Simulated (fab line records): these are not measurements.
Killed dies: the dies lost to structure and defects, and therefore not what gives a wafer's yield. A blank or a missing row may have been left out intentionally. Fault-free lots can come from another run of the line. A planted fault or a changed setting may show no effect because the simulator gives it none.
Struck lot and sound lot, side by side + flow sky130 + 17 steps out of a route of 708
Sound: wafers L968.1, L968.2, L968.3. Struck: wafer L965.6 (left out: L965.2, L965.5 of the same lot, which were not struck); the cause appears at the end.
For every step that has rows: the tool of each side, followed by ch and its chambers, followed by its first start. Under that, the readings that differ: sound wafers + struck wafers + difference of the means + sigmas: that difference in standard deviations of wafers without a fault.
alike: same words and numbers on both sides, and readings whose means sit less than 2 such deviations apart. not compared: any withheld reading, any reading some wafer has no value for, any bound like >300 that may hide the same value, and any number with overlapping values for which the record gives no deviation.
The two part at a step that has a row with sigmas, a row that says differs or no value, or rows on one side only. When numbers do not overlap yet have no deviation, they are printed without sigmas and do not part them. A reading that every wafer of one side lacks parts them only if that side has two wafers or more.

first, 1 step without rows for these wafers: SKY_NWELL_IMPLANT_24.
SKY_NWELL_STRIP_25: strips in O2/N2.
  sound on plasmaAsher-04 ch 0,1, day 8 12:47; struck on plasmaAsher-03 ch 0, day 7 22:12
  alike: drypumpMotorCurrentA, oesProductAu, stripTimeToEndpointS
  not compared: rfHoursCounterH
SKY_NWELL_TW_MEAS_26:
  sound on filmMetro-01 at day 8 12:53; struck on filmMetro-01 at day 7 22:19
  alike: NWELL_2_TW
then, 1 step without rows for these wafers: SKY_NWELL_CLEAN_27 (cleans in SC1/SC2, time 150 s).
SKY_NWELL_RTA_28: time 30 s.
  sound on rtpAnneal-02 ch 0, day 8 13:00; struck on rtpAnneal-02 ch 0, day 7 22:25
  alike: lampPowerPct, wafer_temp_C_max
SKY_NWELL_RS_MEAS_29: measures by four-point-probe.
  sound on filmMetro-03 at day 8 13:06; struck on filmMetro-02 at day 7 22:32
  alike: NWELL_RS
SKY_NWELL_RS_MEAS_31: measures by four-point-probe.
  sound on filmMetro-03 at day 8 13:20; struck on filmMetro-02 at day 7 22:46
  alike: PWDE_RS
then, 4 steps without rows for these wafers: SKY_VT_ADJUST_HVTP_DEHYDRATE_00 (time 60 s); SKY_VT_ADJUST_HVTP_HMDS_01 (prime time 60 s); SKY_VT_ADJUST_HVTP_COAT_02 (resist thk 1140 nm); SKY_VT_ADJUST_HVTP_SOFTBAKE_03 (time 60 s).
SKY_VT_ADJUST_HVTP_EXPOSE_04: exposes mask HVTPM, target cd 380 nm.
  sound on ilineStepper-01 ch 0, day 9 00:40; struck on ilineStepper-02 ch 0, day 8 09:36
  alike: mask
then, 2 steps without rows for these wafers: SKY_VT_ADJUST_HVTP_PEB_05; SKY_VT_ADJUST_HVTP_DEVELOP_06 (develop time 60 s).
SKY_VT_ADJUST_HVTP_CD_MEAS_07: the cd target is 380 nm.
  sound on cdSem-01 at day 9 11:29; struck on cdSem-02 at day 8 19:31
| reading   | sound             | struck | difference | sigmas |
|-----------|-------------------|--------|------------|--------|
| cdNm (nm) | 379.5 379.9 378.4 | 368.9  | -10.4      | -5     |
SKY_VT_ADJUST_HVTP_OVL_MEAS_08:
  sound on overlay-01 at day 9 11:37; struck on overlay-02 at day 8 19:37
  alike: VT_ADJUST_HVTP_OVL
-- the record jumps here: 40 days lie between the struck wafers' starts before and after (it left off in module VT_ADJUST_HVTP and takes up again in module PAD_OPEN, whose first step shown is number 708 of the route) --
SKY_PAD_OPEN_PROBE_99:
  sound on prober-01 at day 49 10:19; struck on prober-02 at day 49 00:32
  alike: killed_at_M0_to_M3, killed_at_M4_up, killedAtContacts, killedAtFrontEnd, killedAtOther, killedDies, killedOpen, killedShort

== WHERE THEY PART ==
Within this record, at SKY_VT_ADJUST_HVTP_CD_MEAS_07 only. Later steps at which nothing parts them and some readings are alike: SKY_VT_ADJUST_HVTP_OVL_MEAS_08, SKY_PAD_OPEN_PROBE_99.

WHY: whatever the simulator had introduced
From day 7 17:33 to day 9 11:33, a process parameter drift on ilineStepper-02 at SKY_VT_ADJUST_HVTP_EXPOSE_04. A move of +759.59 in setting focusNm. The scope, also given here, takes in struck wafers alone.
